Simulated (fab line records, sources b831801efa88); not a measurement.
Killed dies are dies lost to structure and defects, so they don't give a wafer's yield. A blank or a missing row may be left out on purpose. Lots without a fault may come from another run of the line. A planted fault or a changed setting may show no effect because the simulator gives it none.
fab line records | flow sky130
record lots=5 wafers=15 last_day=52
route steps=708 shown FIELD_ISO@29 NWELL@32 DNWELL@35 PWDE@45
lots that met no fault: from a run of the same line without faults
start_h: hours from the record's first day to the start of the lot's first wafer shown | wait_h: hours since the lot's step before | " the same as in the row above | L1.1+2: a row that stands for several wafers | - no value, or no start given | * or withheld: withheld | < > ~ a bound
route shown NAME@n: a module of which the file shows steps, and the number in the route of the first | usual: mean/standard deviation of fault-free wafers | same: alike in all rows | chamber/n: place in a boat | sites: the reading at each site | _std_site: their standard deviation | _edge_site: outer sites' mean less inner sites' | radius_mm: how far each site lies from the wafer's centre | mask NAME#n: copy n | behind: the tool/chamber that last shaped the wafer | hold: why the lot was held/for how many hours/how that ended | device: the transistor (n, p or np) that didn't switch | end of line: the same wafers' tests at the end of the route | a step without rows: its recipe alone | killed: dies lost to structure and defects at the first sort, not the wafer's yield | map: a wafer's dies, x killed, . not, _ none there
set.NAME: the setting as run; set.NAME@STEP: as run at that earlier step | model.NAME: the simulator's own value behind a step, which no gauge read
lots at some steps of the route; a table a step, a row a wafer
services: from which hour (start_h, from the record's first day; less than 0 if before it) a tool's chamber was out of use, for how many hours, and why
## steps
# step SKY_FIELD_ISO_WET_ETCH_28
# recipe chemistry=dHF target_depth_nm=23.7 target=SiO2 dilution=10:1 temp_c=25 time_s=47
# columns lot.wafer tool chamber start_h wait_h
L081.1+3+5 wet_bench-02 2 70.74 0.2
L083.1+3+5 wet_bench-02 2 79.80 0.2
L085.1+4+5 wet_bench-02 3 91.86 0.1
L089.1+2+6 wet_bench-04 2 169.16 0.1
L095.1+2+3 wet_bench-01 0 174.35 0.3
# step SKY_FIELD_ISO_WET_ETCH_29
# recipe chemistry=H3PO4 target_depth_nm=160 target=Si3N4 temp_c=160 time_s=1825
# columns lot.wafer tool chamber start_h wait_h
L081.1+3+5 wet_bench-01 0 70.77 0.0
L083.1+3+5 wet_bench-02 1 79.82 0.0
L085.1+4+5 wet_bench-04 0 91.88 0.0
L089.1+2+6 wet_bench-01 2 169.18 0.0
L095.1+2+3 wet_bench-01 3 174.39 0.0
# step SKY_FIELD_ISO_WET_ETCH_30
# recipe chemistry=dHF target_depth_nm=25 target=SiO2 dilution=10:1 temp_c=25 time_s=50
# columns lot.wafer tool chamber start_h wait_h
L081.1+3+5 wet_bench-02 0 71.80 0.0
L083.1+3+5 wet_bench-04 1 80.38 0.0
L085.1+4+5 wet_bench-01 2 92.40 0.0
L089.1+2+6 wet_bench-02 0 169.70 0.0
L095.1+2+3 wet_bench-04 3 174.96 0.0
# step SKY_NWELL_CLEAN_00
# recipe chemistry=SC1/SC2 mix=1:4:20 temp_c=70 time_s=150 dry=n2_spin
# columns lot.wafer tool chamber start_h wait_h
L081.1+3+5 wet_bench-04 1 71.82 0.0
L083.1+3+5 wet_bench-01 1 80.41 0.0
L085.1+4+5 wet_bench-02 3 92.44 0.0
L089.1+2+6 wet_bench-01 2 169.72 0.0
L095.1+2+3 wet_bench-02 1 174.98 0.0
# step SKY_NWELL_OXIDATION_01
# recipe temp_c=900 ambient=O2 stabilise_s=600 purge_s=300 target_thk_a=100 ox_time_s=1418
# usual spike_tc_top_C=912/3.2 zone_power_top_pct=31/4.5
# columns lot.wafer tool chamber start_h wait_h spike_tc_top_C zone_power_top_pct
L081.1 furnace-02 0 71.96 0.1 908 35
L081.3 " 0 " " 909 37
L081.5 " 0 " " 908 36
L083.1 furnace-01 0 81.37 0.9 914 27
L083.3 " 0 " " 915 27
L083.5 " 0 " " 913 27
L085.1 furnace-01 0 92.49 0.0 914 27
L085.4 " 0 " " 915 27
L085.5 " 0 " " 917 27
L089.1 furnace-02 0 172.80 3.0 910 36
L089.2 " 0 " " 909 36
L089.6 " 0 " " 909 36
L095.1 furnace-02 0 175.69 0.7 909 37
L095.2 " 0 " " 908 36
L095.3 " 0 " " 909 36
# step SKY_NWELL_THK_MEAS_02
# recipe reads=SiO2_of_NWELL_OXIDATION_01
# usual NWELL_OXIDATION_THK=10.05/0.19
# columns lot.wafer tool chamber start_h wait_h NWELL_OXIDATION_THK[nm]
L081.1 film_metro-03 - 73.35 0.0 9.77
L081.3 " - " " 9.76
L081.5 " - " " 9.83
L083.1 film_metro-02 - 82.76 0.0 9.85
L083.3 " - " " 9.59
L083.5 " - " " 9.82
L085.1 film_metro-03 - 93.88 0.0 9.91
L085.4 " - " " 10.08
L085.5 " - " " 10.06
L089.1 film_metro-03 - 174.19 0.0 10.13
L089.2 " - " " 10.21
L089.6 " - " " 10.04
L095.1 film_metro-01 - 177.15 0.1 10.12
L095.2 " - " " 10.09
L095.3 " - " " 10.09
# step SKY_DNWELL_DEHYDRATE_00
# recipe temp_c=200 time_s=60
# columns lot.wafer tool chamber start_h wait_h
L081.1+3+5 litho_track-03 0 81.54 8.2
L083.1+3+5 litho_track-01 0 90.94 8.2
L085.1+4+5 litho_track-03 0 101.84 7.9
L089.1+2+6 litho_track-03 0 181.52 7.3
L095.1+2+3 litho_track-03 0 185.52 8.4
# step SKY_DNWELL_HMDS_01
# recipe prime_time_s=60 prime_temp_c=120
# usual prime_temp_c=120.00/0.12
# same prime_time_s=60
# columns lot.wafer tool chamber start_h wait_h prime_temp_c
L081.1 litho_track-03 0 81.69 0.1 119.91
L081.3 " 0 " " 119.91
L081.5 " 0 " " 119.98
L083.1 litho_track-01 0 91.09 0.1 119.99
L083.3 " 0 " " 119.99
L083.5 " 0 " " 119.96
L085.1 litho_track-03 0 101.99 0.1 120.21
L085.4 " 0 " " 120.09
L085.5 " 0 " " 120.05
L089.1 litho_track-03 0 181.67 0.1 119.78
L089.2 " 0 " " 119.85
L089.6 " 0 " " 119.93
L095.1 litho_track-03 0 185.67 0.1 120.11
L095.2 " 0 " " 120.11
L095.3 " 0 " " 119.97
# step SKY_DNWELL_COAT_02
# recipe spin_rpm=2000 resist_thk_nm=3000
# columns lot.wafer tool chamber start_h wait_h
L081.1+3+5 litho_track-03 0 81.84 0.1
L083.1+3+5 litho_track-01 0 91.24 0.1
L085.1+4+5 litho_track-03 0 102.14 0.1
L089.1+2+6 litho_track-03 0 181.82 0.1
L095.1+2+3 litho_track-03 0 185.82 0.1
# step SKY_DNWELL_SOFTBAKE_03
# recipe temp_c=110 time_s=withheld
# columns lot.wafer tool chamber start_h wait_h
L081.1+3+5 litho_track-03 0 81.99 0.1
L083.1+3+5 litho_track-01 0 91.39 0.1
L085.1+4+5 litho_track-03 0 102.29 0.1
L089.1+2+6 litho_track-03 0 181.97 0.1
L095.1+2+3 litho_track-03 0 185.97 0.1
# step SKY_DNWELL_EXPOSE_04
# recipe mask_id=DNM na=0.57 target_cd_nm=3000 dose_mj=222
# columns lot.wafer tool chamber start_h wait_h mask
L081.1+3+5 iline_stepper-01 0 - - DNM#0
L083.1+3+5 iline_stepper-01 0 - - DNM#0
L085.1+4+5 iline_stepper-02 0 - - DNM#0
L089.1+2+6 iline_stepper-01 0 - - DNM#0
L095.1+2+3 iline_stepper-01 0 - - DNM#0
# step SKY_DNWELL_PEB_05
# recipe temp_c=115 time_s=withheld
# columns lot.wafer tool chamber start_h wait_h
L081.1+3+5 litho_track-03 0 - -
L083.1+3+5 litho_track-03 0 - -
L085.1+4+5 litho_track-03 0 - -
L089.1+2+6 litho_track-01 0 - -
L095.1+2+3 litho_track-01 0 - -
# step SKY_DNWELL_DEVELOP_06
# recipe wall_angle_deg=90 developer=TMAH develop_time_s=60 dev_temp_c=23
# usual developer_temp_C=22.99/0.1
# same develop_time_s=60
# columns lot.wafer tool chamber start_h wait_h developer_temp_C
L081.1 litho_track-03 0 - - 23.15
L081.3 " 0 " " 23.02
L081.5 " 0 " " 23.07
L083.1 litho_track-03 0 - - 23.13
L083.3 " 0 " " 22.94
L083.5 " 0 " " 23.02
L085.1 litho_track-03 0 - - 23.03
L085.4 " 0 " " 22.99
L085.5 " 0 " " 23.08
L089.1 litho_track-01 0 - - 22.84
L089.2 " 0 " " 22.93
L089.6 " 0 " " 22.96
L095.1 litho_track-01 0 - - 22.89
L095.2 " 0 " " 22.91
L095.3 " 0 " " 22.85
# step SKY_DNWELL_IMPLANT_07
# recipe species=P energy_kev=withheld dose_cm2=withheld tilt_deg=withheld
# columns lot.wafer tool chamber start_h wait_h
L081.1+3+5 implanter-01 0 89.99 -
L083.1+3+5 implanter-02 0 99.99 -
L085.1+4+5 implanter-02 0 111.09 -
L089.1+2+6 implanter-02 0 193.38 -
L095.1+2+3 implanter-01 0 197.35 -
# step SKY_DNWELL_STRIP_08
# recipe chemistry=O2/N2 power_w=1400 pressure_mtorr=1500 platen_temp_c=withheld o2_flow_sccm=3000 n2_flow_sccm=300 overash_fraction=0.5
# usual drypump_motor_current_A=5.60/0.28 oes_product_au=0.722/0.0045 strip_time_to_endpoint_s=36.92/0.11
# same overash_fraction=0.5
# columns lot.wafer tool chamber start_h wait_h drypump_motor_current_A oes_product_au rf_hours_counter_h strip_time_to_endpoint_s
L081.1 plasma_asher-02 1 90.14 0.1 5.72 0.726 42 36.89
L081.3 " 0 " " 5.80 0.733 - 36.81
L081.5 " 0 " " 5.80 0.726 - 36.74
L083.1 plasma_asher-01 1 100.14 0.1 5.80 0.718 42 37.17
L083.3 " 0 " " 5.95 0.720 - 36.97
L083.5 " 1 " " 5.75 0.721 - 36.95
L085.1 plasma_asher-01 1 111.24 0.1 5.76 0.724 42 37.04
L085.4 " 1 " " 5.72 0.714 - 36.97
L085.5 " 0 " " 5.91 0.716 - 36.94
L089.1 plasma_asher-03 1 193.53 0.1 5.13 0.721 33 37.01
L089.2 " 0 " " 5.44 0.727 33 37.01
L089.6 " 0 " " 5.44 0.726 - 37.04
L095.1 plasma_asher-02 0 197.50 0.1 5.78 0.718 50 36.88
L095.2 " 1 " " 5.79 0.718 50 36.85
L095.3 " 1 " " 5.79 0.727 - 36.91
# step SKY_DNWELL_TW_MEAS_09
# usual DNWELL_TW=1111/16
# columns lot.wafer tool chamber start_h wait_h DNWELL_TW
L081.1 film_metro-02 - 90.24 0.1 1131
L081.3 " - " " 1129
L081.5 " - " " 1127
L083.1 film_metro-01 - 100.24 0.1 1101
L083.3 " - " " 1095
L083.5 " - " " 1097
L085.1 film_metro-02 - 111.34 0.1 1126
L085.4 " - " " 1124
L085.5 " - " " 1127
L089.1 film_metro-02 - 193.63 0.1 1137
L089.2 " - " " 1138
L089.6 " - " " 1138
L095.1 film_metro-02 - 197.60 0.1 1140
L095.2 " - " " 1142
L095.3 " - " " 1140
# step SKY_PWDE_DEHYDRATE_00
# recipe temp_c=200 time_s=60
# columns lot.wafer tool chamber start_h wait_h
L081.1+3+5 litho_track-04 0 98.47 8.2
L083.1+3+5 litho_track-03 0 108.04 7.8
L085.1+4+5 litho_track-04 0 117.57 6.2
L089.1+2+6 litho_track-01 0 203.55 9.9
L095.1+2+3 litho_track-03 0 208.12 10.5
# step SKY_PWDE_HMDS_01
# recipe prime_time_s=60 prime_temp_c=120
# usual prime_temp_c=120.00/0.12
# same prime_time_s=60
# columns lot.wafer tool chamber start_h wait_h prime_temp_c
L081.1 litho_track-04 0 98.62 0.1 119.91
L081.3 " 0 " " 119.73
L081.5 " 0 " " 120.06
L083.1 litho_track-03 0 108.19 0.1 120.42
L083.3 " 0 " " 120.22
L083.5 " 0 " " 120.15
L085.1 litho_track-04 0 117.72 0.1 119.84
L085.4 " 0 " " 119.93
L085.5 " 0 " " 120.06
L089.1 litho_track-01 0 203.70 0.1 119.88
L089.2 " 0 " " 120.07
L089.6 " 0 " " 120.09
L095.1 litho_track-03 0 208.27 0.1 120.11
L095.2 " 0 " " 120.05
L095.3 " 0 " " 119.91
# step SKY_PWDE_COAT_02
# recipe spin_rpm=2000 resist_thk_nm=3000
# columns lot.wafer tool chamber start_h wait_h
L081.1+3+5 litho_track-04 0 98.77 0.1
L083.1+3+5 litho_track-03 0 108.34 0.1
L085.1+4+5 litho_track-04 0 117.87 0.1
L089.1+2+6 litho_track-01 0 203.85 0.1
L095.1+2+3 litho_track-03 0 208.42 0.1
# step SKY_PWDE_SOFTBAKE_03
# recipe temp_c=110 time_s=withheld
# columns lot.wafer tool chamber start_h wait_h
L081.1+3+5 litho_track-04 0 98.92 0.1
L083.1+3+5 litho_track-03 0 108.49 0.1
L085.1+4+5 litho_track-04 0 118.02 0.1
L089.1+2+6 litho_track-01 0 204.00 0.1
L095.1+2+3 litho_track-03 0 208.57 0.1
# step SKY_PWDE_EXPOSE_04
# recipe mask_id=PWDEM na=0.6 source_shape=conventional sigma_outer=0.6 polarization=unpolarized target_cd_nm=840 dose_mj=214
# columns lot.wafer tool chamber start_h wait_h mask
L081.1+3+5 iline_stepper-02 0 - - PWDEM#0
L083.1+3+5 iline_stepper-02 0 - - PWDEM#0
L085.1+4+5 iline_stepper-02 0 - - PWDEM#0
L089.1+2+6 iline_stepper-02 0 - - PWDEM#0
L095.1+2+3 iline_stepper-02 0 - - PWDEM#0
# step SKY_PWDE_PEB_05
# recipe temp_c=115 time_s=withheld
# columns lot.wafer tool chamber start_h wait_h
L081.1+3+5 litho_track-03 0 - -
L083.1+3+5 litho_track-04 0 - -
L085.1+4+5 litho_track-03 0 - -
L089.1+2+6 litho_track-01 0 - -
L095.1+2+3 litho_track-01 0 - -
# step SKY_PWDE_DEVELOP_06
# recipe wall_angle_deg=90 developer=TMAH develop_time_s=60 dev_temp_c=23
# usual developer_temp_C=23.01/0.094
# same develop_time_s=60
# columns lot.wafer tool chamber start_h wait_h developer_temp_C
L081.1 litho_track-03 0 - - 23.09
L081.3 " 0 " " 22.98
L081.5 " 0 " " 23.07
L083.1 litho_track-04 0 - - 22.91
L083.3 " 0 " " 22.95
L083.5 " 0 " " 23.10
L085.1 litho_track-03 0 - - 22.82
L085.4 " 0 " " 22.80
L085.5 " 0 " " 22.86
L089.1 litho_track-01 0 - - 23.07
L089.2 " 0 " " 23.01
L089.6 " 0 " " 23.11
L095.1 litho_track-01 0 - - 22.82
L095.2 " 0 " " 22.94
L095.3 " 0 " " 23.00
# step SKY_PWDE_OVL_MEAS_07
# usual PWDE_OVL=0.6/1.3
# columns lot.wafer tool chamber start_h wait_h PWDE_OVL[nm]
L081.1 overlay-02 - 107.74 - 0.8
L081.3 " - " " 0.8
L081.5 " - " " 2.8
L083.1 overlay-02 - 116.42 - 1.3
L083.3 " - " " 1.1
L083.5 " - " " -0.3
L085.1 overlay-01 - 122.69 - 1.0
L085.4 " - " " 1.4
L085.5 " - " " 3.2
L089.1 overlay-01 - 214.70 - 1.1
L089.2 " - " " 2.6
L089.6 " - " " 1.9
L095.1 overlay-01 - 219.70 - -0.2
L095.2 " - " " -1.6
L095.3 " - " " 1.3
# step SKY_PWDE_IMPLANT_08
# recipe species=B energy_kev=150 dose_cm2=3.6e+12 tilt_deg=withheld
# columns lot.wafer tool chamber start_h wait_h
L081.1+3+5 implanter-04 0 107.77 0.0
L083.1+3+5 implanter-03 0 116.45 0.0
L085.1+4+5 implanter-04 0 122.72 0.0
L089.1+2+6 implanter-04 0 214.73 0.0
L095.1+2+3 implanter-04 0 219.73 0.0
# step SKY_PWDE_STRIP_09
# recipe chemistry=O2/N2 power_w=1400 pressure_mtorr=1500 platen_temp_c=withheld o2_flow_sccm=3000 n2_flow_sccm=300 overash_fraction=0.5
# usual drypump_motor_current_A=5.62/0.27 oes_product_au=0.723/0.0039 strip_time_to_endpoint_s=36.95/0.12
# same overash_fraction=0.5
# columns lot.wafer tool chamber start_h wait_h drypump_motor_current_A oes_product_au rf_hours_counter_h strip_time_to_endpoint_s
L081.1 plasma_asher-01 0 107.92 0.1 5.92 0.719 42 36.94
L081.3 " 0 " " 5.92 0.721 - 36.95
L081.5 " 1 " " 5.76 0.725 - 37.00
L083.1 plasma_asher-01 0 116.60 0.1 5.92 0.719 43 36.84
L083.3 " 0 " " 5.92 0.718 - 36.77
L083.5 " 0 " " 5.91 0.721 - 36.75
L085.1 plasma_asher-04 0 122.87 0.1 5.81 0.719 0 37.10
L085.4 " 0 " " 5.79 0.724 - 37.07
L085.5 " 0 " " 5.77 0.716 - 37.04
L089.1 plasma_asher-04 1 214.88 0.1 5.81 0.715 8 37.16
L089.2 " 0 " " 5.81 0.722 8 37.08
L089.6 " 1 " " 5.79 0.720 - 37.14
L095.1 plasma_asher-04 1 219.88 0.1 5.79 0.722 9 36.97
L095.2 " 0 " " 5.80 0.722 9 36.89
L095.3 " 1 " " 5.79 0.728 - 36.99
# step SKY_PWDE_TW_MEAS_10
# usual PWDE_TW=372/4
# columns lot.wafer tool chamber start_h wait_h PWDE_TW
L081.1 film_metro-03 - 108.02 0.1 371
L081.3 " - " " 371
L081.5 " - " " 371
L083.1 film_metro-01 - 116.70 0.1 370
L083.3 " - " " 369
L083.5 " - " " 369
L085.1 film_metro-02 - 122.97 0.1 376
L085.4 " - " " 379
L085.5 " - " " 375
L089.1 film_metro-01 - 214.98 0.1 367
L089.2 " - " " 367
L089.6 " - " " 366
L095.1 film_metro-01 - 219.98 0.1 367
L095.2 " - " " 368
L095.3 " - " " 368
# step SKY_NWELL_DEHYDRATE_03
# recipe temp_c=200 time_s=60
# columns lot.wafer tool chamber start_h wait_h
L081.1+3+5 litho_track-04 0 115.12 7.1
L083.1+3+5 litho_track-01 0 121.69 5.0
L085.1+4+5 litho_track-01 0 126.19 3.2
L089.1+2+6 litho_track-02 0 224.95 10.0
L095.1+2+3 litho_track-04 0 230.67 10.7
# step SKY_NWELL_HMDS_04
# recipe prime_time_s=60 prime_temp_c=120
# usual prime_temp_c=119.98/0.14
# same prime_time_s=60
# columns lot.wafer tool chamber start_h wait_h prime_temp_c
L081.1 litho_track-04 0 115.27 0.1 119.91
L081.3 " 0 " " 120.00
L081.5 " 0 " " 120.00
L083.1 litho_track-01 0 121.84 0.1 120.00
L083.3 " 0 " " 119.98
L083.5 " 0 " " 119.87
L085.1 litho_track-01 0 126.34 0.1 119.92
L085.4 " 0 " " 119.97
L085.5 " 0 " " 119.97
L089.1 litho_track-02 0 225.10 0.1 120.19
L089.2 " 0 " " 119.94
L089.6 " 0 " " 120.03
L095.1 litho_track-04 0 230.82 0.1 120.06
L095.2 " 0 " " 120.04
L095.3 " 0 " " 120.20
# step SKY_NWELL_COAT_05
# recipe spin_rpm=2000 resist_thk_nm=3000
# columns lot.wafer tool chamber start_h wait_h
L081.1+3+5 litho_track-04 0 115.42 0.1
L083.1+3+5 litho_track-01 0 121.99 0.1
L085.1+4+5 litho_track-01 0 126.49 0.1
L089.1+2+6 litho_track-02 0 225.25 0.1
L095.1+2+3 litho_track-04 0 230.97 0.1
# step SKY_NWELL_SOFTBAKE_06
# recipe temp_c=110 time_s=withheld
# columns lot.wafer tool chamber start_h wait_h
L081.1+3+5 litho_track-04 0 115.57 0.1
L083.1+3+5 litho_track-01 0 122.14 0.1
L085.1+4+5 litho_track-01 0 126.64 0.1
L089.1+2+6 litho_track-02 0 225.40 0.1
L095.1+2+3 litho_track-04 0 231.12 0.1
# step SKY_NWELL_EXPOSE_07
# recipe mask_id=NWM na=0.6 source_shape=conventional sigma_outer=0.6 polarization=unpolarized target_cd_nm=840 dose_mj=255
# columns lot.wafer tool chamber start_h wait_h mask
L081.1+3+5 iline_stepper-01 0 - - NWM#0
L083.1+3+5 iline_stepper-01 0 - - NWM#0
L085.1+4+5 iline_stepper-02 0 - - NWM#0
L089.1+2+6 iline_stepper-01 0 - - NWM#0
L095.1+2+3 iline_stepper-01 0 - - NWM#0
# step SKY_NWELL_PEB_08
# recipe temp_c=115 time_s=withheld
# columns lot.wafer tool chamber start_h wait_h
L081.1+3+5 litho_track-02 0 - -
L083.1+3+5 litho_track-02 0 - -
L085.1+4+5 litho_track-04 0 - -
L089.1+2+6 litho_track-01 0 - -
L095.1+2+3 litho_track-04 0 - -
# step SKY_NWELL_DEVELOP_09
# recipe wall_angle_deg=90 developer=TMAH develop_time_s=60 dev_temp_c=23
# usual developer_temp_C=22.99/0.11
# same develop_time_s=60
# columns lot.wafer tool chamber start_h wait_h developer_temp_C
L081.1 litho_track-02 0 - - 23.04
L081.3 " 0 " " 22.91
L081.5 " 0 " " 22.92
L083.1 litho_track-02 0 - - 22.97
L083.3 " 0 " " 23.01
L083.5 " 0 " " 22.94
L085.1 litho_track-04 0 - - 23.06
L085.4 " 0 " " 23.04
L085.5 " 0 " " 23.14
L089.1 litho_track-01 0 - - 22.93
L089.2 " 0 " " 22.98
L089.6 " 0 " " 22.98
L095.1 litho_track-04 0 - - 23.01
L095.2 " 0 " " 22.99
L095.3 " 0 " " 23.00
# step SKY_NWELL_OVL_MEAS_10
# usual NWELL_00_OVL=-1.1/1.5
# columns lot.wafer tool chamber start_h wait_h NWELL_00_OVL[nm]
L081.1 overlay-02 - 121.38 - -1.5
L081.3 " - " " 0.3
L081.5 " - " " -0.2
L083.1 overlay-02 - 126.38 - -2.4
L083.3 " - " " -0.5
L083.5 " - " " -2.8
L085.1 overlay-02 - 129.87 - -3.0
L085.4 " - " " -2.2
L085.5 " - " " -2.6
L089.1 overlay-01 - 237.40 - -0.8
L089.2 " - " " 0.3
L089.6 " - " " 1.5
L095.1 overlay-01 - 243.42 - -1.2
L095.2 " - " " 1.8
L095.3 " - " " -0.6
# step SKY_NWELL_IMPLANT_11
# recipe species=P energy_kev=400 dose_cm2=1.9e+13 tilt_deg=withheld
# columns lot.wafer tool chamber start_h wait_h
L081.1+3+5 implanter-02 0 121.41 0.0
L083.1+3+5 implanter-01 0 126.41 0.0
L085.1+4+5 implanter-01 0 129.90 0.0
L089.1+2+6 implanter-02 0 237.43 0.0
L095.1+2+3 implanter-02 0 243.45 0.0
# step SKY_NWELL_IMPLANT_12
# recipe species=P energy_kev=120 dose_cm2=1.3e+12 tilt_deg=withheld
# columns lot.wafer tool chamber start_h wait_h
L081.1+3+5 implanter-02 0 121.56 0.1
L083.1+3+5 implanter-01 0 126.56 0.1
L085.1+4+5 implanter-01 0 130.05 0.1
L089.1+2+6 implanter-02 0 237.58 0.1
L095.1+2+3 implanter-02 0 243.60 0.1
# step SKY_NWELL_IMPLANT_13
# recipe species=P energy_kev=50 dose_cm2=7e+11 tilt_deg=withheld
# columns lot.wafer tool chamber start_h wait_h
L081.1+3+5 implanter-02 0 121.71 0.1
L083.1+3+5 implanter-01 0 126.71 0.1
L085.1+4+5 implanter-01 0 130.20 0.1
L089.1+2+6 implanter-02 0 237.73 0.1
L095.1+2+3 implanter-02 0 243.75 0.1
# step SKY_NWELL_STRIP_14
# recipe chemistry=O2/N2 power_w=1400 pressure_mtorr=1500 platen_temp_c=withheld o2_flow_sccm=3000 n2_flow_sccm=300 overash_fraction=0.5
# usual drypump_motor_current_A=5.63/0.24 oes_product_au=0.723/0.0045 strip_time_to_endpoint_s=36.98/0.11
# same overash_fraction=0.5
# columns lot.wafer tool chamber start_h wait_h drypump_motor_current_A oes_product_au rf_hours_counter_h strip_time_to_endpoint_s
L081.1 plasma_asher-04 0 121.86 0.1 5.82 0.722 0 37.07
L081.3 " 0 " " 5.81 0.719 - 37.20
L081.5 " 0 " " 5.81 0.722 - 37.23
L083.1 plasma_asher-03 0 126.86 0.1 5.46 0.725 29 37.09
L083.3 " 1 " " 5.16 0.728 - 37.12
L083.5 " 1 " " 5.17 0.718 - 36.99
L085.1 plasma_asher-02 0 130.35 0.1 5.79 0.732 44 36.97
L085.4 " 1 " " 5.80 0.725 - 37.03
L085.5 " 1 " " 5.78 0.725 - 37.02
L089.1 plasma_asher-04 0 237.88 0.1 5.81 0.719 10 36.97
L089.2 " 1 " " 5.78 0.722 10 36.99
L089.6 " 0 " " 5.79 0.719 - 36.99
L095.1 plasma_asher-03 1 243.90 0.1 5.15 0.722 40 36.95
L095.2 " 0 " " 5.45 0.727 40 36.90
L095.3 " 0 " " 5.47 0.720 - 36.94
# step SKY_NWELL_TW_MEAS_15
# usual NWELL_TW=1809/15
# columns lot.wafer tool chamber start_h wait_h NWELL_TW
L081.1 film_metro-02 - 121.96 0.1 1830
L081.3 " - " " 1833
L081.5 " - " " 1821
L083.1 film_metro-01 - 126.96 0.1 1801
L083.3 " - " " 1801
L083.5 " - " " 1796
L085.1 film_metro-02 - 130.45 0.1 1838
L085.4 " - " " 1839
L085.5 " - " " 1835
L089.1 film_metro-03 - 237.98 0.1 1796
L089.2 " - " " 1804
L089.6 " - " " 1806
L095.1 film_metro-01 - 244.00 0.1 1799
L095.2 " - " " 1800
L095.3 " - " " 1792
# step SKY_NWELL_DEHYDRATE_16
# recipe temp_c=200 time_s=60
# columns lot.wafer tool chamber start_h wait_h
L081.1+3+5 litho_track-01 0 125.54 3.6
L083.1+3+5 litho_track-01 0 129.39 2.4
L085.1+4+5 litho_track-04 0 131.92 1.5
L089.1+2+6 litho_track-01 0 249.10 11.1
L095.1+2+3 litho_track-01 0 255.25 11.2
# step SKY_NWELL_HMDS_17
# recipe prime_time_s=60 prime_temp_c=120
# usual prime_temp_c=119.98/0.12
# same prime_time_s=60
# columns lot.wafer tool chamber start_h wait_h prime_temp_c
L081.1 litho_track-01 0 125.69 0.1 119.94
L081.3 " 0 " " 119.97
L081.5 " 0 " " 119.82
L083.1 litho_track-01 0 129.54 0.1 119.95
L083.3 " 0 " " 119.96
L083.5 " 0 " " 120.18
L085.1 litho_track-04 0 132.07 0.1 120.06
L085.4 " 0 " " 119.92
L085.5 " 0 " " 120.04
L089.1 litho_track-01 0 249.25 0.1 119.84
L089.2 " 0 " " 119.93
L089.6 " 0 " " 119.87
L095.1 litho_track-01 0 255.40 0.1 119.93
L095.2 " 0 " " 119.85
L095.3 " 0 " " 120.07
# step SKY_NWELL_COAT_18
# recipe spin_rpm=2000 resist_thk_nm=3000
# columns lot.wafer tool chamber start_h wait_h
L081.1+3+5 litho_track-01 0 125.84 0.1
L083.1+3+5 litho_track-01 0 129.69 0.1
L085.1+4+5 litho_track-04 0 132.22 0.1
L089.1+2+6 litho_track-01 0 249.40 0.1
L095.1+2+3 litho_track-01 0 255.55 0.1
# step SKY_NWELL_SOFTBAKE_19
# recipe temp_c=110 time_s=withheld
# columns lot.wafer tool chamber start_h wait_h
L081.1+3+5 litho_track-01 0 125.99 0.1
L083.1+3+5 litho_track-01 0 129.84 0.1
L085.1+4+5 litho_track-04 0 132.37 0.1
L089.1+2+6 litho_track-01 0 249.55 0.1
L095.1+2+3 litho_track-01 0 255.70 0.1
# step SKY_NWELL_EXPOSE_20
# recipe mask_id=NWM_COMPLEMENT na=0.6 source_shape=conventional sigma_outer=0.6 polarization=unpolarized target_cd_nm=840 dose_mj=260
# columns lot.wafer tool chamber start_h wait_h mask
L081.1+3+5 iline_stepper-01 0 - - NWM_COMPLEMENT#0
L083.1+3+5 iline_stepper-02 0 - - NWM_COMPLEMENT#0
L085.1+4+5 iline_stepper-01 0 132.57 - NWM_COMPLEMENT#0
L089.1+2+6 iline_stepper-01 0 - - NWM_COMPLEMENT#0
L095.1+2+3 iline_stepper-02 0 - - NWM_COMPLEMENT#0
# step SKY_NWELL_PEB_21
# recipe temp_c=115 time_s=withheld
# columns lot.wafer tool chamber start_h wait_h
L081.1+3+5 litho_track-04 0 - -
L083.1+3+5 litho_track-02 0 - -
L085.1+4+5 litho_track-01 0 133.34 0.8
L089.1+2+6 litho_track-01 0 - -
L095.1+2+3 litho_track-04 0 - -
# step SKY_NWELL_DEVELOP_22
# recipe wall_angle_deg=90 developer=TMAH develop_time_s=60 dev_temp_c=23
# usual developer_temp_C=22.99/0.093
# same develop_time_s=60
# columns lot.wafer tool chamber start_h wait_h developer_temp_C
L081.1 litho_track-04 0 - - 23.13
L081.3 " 0 " " 23.00
L081.5 " 0 " " 23.08
L083.1 litho_track-02 0 - - 23.00
L083.3 " 0 " " 23.10
L083.5 " 0 " " 23.03
L085.1 litho_track-01 0 - - 22.89
L085.4 " 0 " " 22.99
L085.5 " 0 " " 22.91
L089.1 litho_track-01 0 - - 22.92
L089.2 " 0 " " 23.06
L089.6 " 0 " " 23.00
L095.1 litho_track-04 0 - - 23.01
L095.2 " 0 " " 23.10
L095.3 " 0 " " 23.13
# step SKY_NWELL_OVL_MEAS_23
# usual NWELL_01_OVL=-0.4/1.4
# columns lot.wafer tool chamber start_h wait_h NWELL_01_OVL[nm]
L081.1 overlay-01 - 128.92 - 0.5
L081.3 " - " " -0.2
L081.5 " - " " 0.7
L083.1 overlay-02 - 132.18 - 1.3
L083.3 " - " " -1.3
L083.5 " - " " 0.3
L085.1 overlay-01 - 133.69 - -2.3
L085.4 " - " " 1.5
L085.5 " - " " 0.6
L089.1 overlay-01 - 261.65 - -1.5
L089.2 " - " " 1.5
L089.6 " - " " 2.2
L095.1 overlay-01 - 268.62 - 0.0
L095.2 " - " " 0.7
L095.3 " - " " 1.4
## services
# columns tool chamber start_h hours kind
plasma_asher-03 - 53.27 1.5 repair
implanter-04 - 57.66 1.4 repair
implanter-02 - 65.42 9.3 repair
wet_bench-04 - 66.78 0.7 repair
plasma_asher-02 - 80.74 2.4 repair
plasma_asher-03 - 86.93 3.9 repair
wet_bench-02 - 89.38 1.9 pm
implanter-01 - 94.77 22.8 pm
plasma_asher-04 - 108.75 9.0 pm
implanter-04 - 117.34 4.2 repair
implanter-01 - 134.77 4.6 repair
implanter-02 - 152.70 0.6 repair
implanter-02 - 160.04 4.1 repair
implanter-02 - 160.86 2.7 repair
implanter-02 - 169.20 3.2 repair
iline_stepper-02 - 177.27 1.7 pm
plasma_asher-01 - 195.43 28.1 pm
implanter-01 - 197.64 49.4 pm
iline_stepper-02 - 209.58 7.6 repair
wet_bench-04 - 210.11 4.5 repair
iline_stepper-02 - 214.06 2.8 repair
plasma_asher-04 - 231.20 1.4 repair
implanter-02 - 234.87 0.5 repair
iline_stepper-01 - 247.47 1.7 pm
## key
fault none
